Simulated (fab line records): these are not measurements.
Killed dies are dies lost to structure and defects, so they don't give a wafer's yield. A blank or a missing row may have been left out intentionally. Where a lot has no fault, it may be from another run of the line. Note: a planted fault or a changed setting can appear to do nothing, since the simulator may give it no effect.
Code-filled problem report in 8D (eight disciplines) form	flow sfq-line	the parts of the form that need people (team, actions taken, sign-off) are left out

## 1. PROBLEM STATEMENT
Wafers without a fault read 498.5 W, standard deviation 1.5; rf-fwd-power-W at SFQ_TRILAYER_I0_VIA_ETCH_VIA_ETCH_034 reads a mean of 417.9 W on 6 wafers belonging to 2 lots. Relative to the usual mean, that is a shift of -54 standard deviations.
The step: etches SiO2 in CHF3, stops on Nb, target depth 260 nm.
First seen on wafer L478.1, day 13 13:11, on rie-diel-02. At this step, 42 wafers from 14 lots have a number in the record. Rule for "out" (also "out of limits"): further than 4 standard deviations from the usual mean. The rest of the wafers with a number are treated as sound.

## 2. WHAT IT IS, AND WHAT IT ISN'T
question	is	is not
which readings at this step	rf-fwd-power-W	-
which lots	L478, L480	L475, L476, L477, L479, L486, L487, L490, L492, L493, L494, L495, L497
which wafers of those lots	all that have a number	-
read on which tools	rie-diel-02	rie-diel-01, rie-diel-04
when	from day 13 13:11	up to then (9 sound wafers); but 27 sound wafers of L479, L486, L487, L490, L492, L493, L494, L495, L497 came after

## 3. SUSPECTS, AND WHAT RULES EACH OUT
Counting: any tool at a process step up to the reading is kept as a suspect provided that every lot that is out went through it and no sound lot did after the first of them.
- rie-diel-02 at SFQ_TRILAYER_I0_VIA_ETCH_VIA_ETCH_034 (etches SiO2 in CHF3, stops on Nb, target depth 260 nm): ruled out as a lasting fault. Following L478 (day 13 13:11), the first lot on it that is out, the sound lots L490, L492 were run on it.
Left after counting: nothing in the record.

## 4. THE CAUSE (what the simulator had put in)
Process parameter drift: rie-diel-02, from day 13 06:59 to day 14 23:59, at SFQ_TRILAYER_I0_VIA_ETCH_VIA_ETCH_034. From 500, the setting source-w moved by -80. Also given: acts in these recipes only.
Counting ruled it out, wrongly.

## 5. THE CHAIN OF EFFECTS, in route order
Rows list readings where the struck wafers' mean (over those with a number) sits beyond 3 standard deviations from the usual. Scope: only readings with a usual standard deviation given in the record; hours: median across lots of the time from each lot's start at the first step in this table that gives one to its start at this step; sigmas: change in usual standard deviations.
hours	step	reading	usual	on struck wafers	change	sigmas
0	SFQ_TRILAYER_I0_VIA_ETCH_VIA_ETCH_034	rf-fwd-power-W	498.5 W	417.9	-80.6	-54
It contains these process steps:
- SFQ_TRILAYER_I0_VIA_ETCH_VIA_ETCH_034: etches SiO2 in CHF3, stops on Nb, target depth 260 nm.

## 6. WHAT WOULD HAVE CAUGHT IT SOONER
In this record no reading fell out of limits until day 13 13:11, 6 hours after the fault had begun at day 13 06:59.
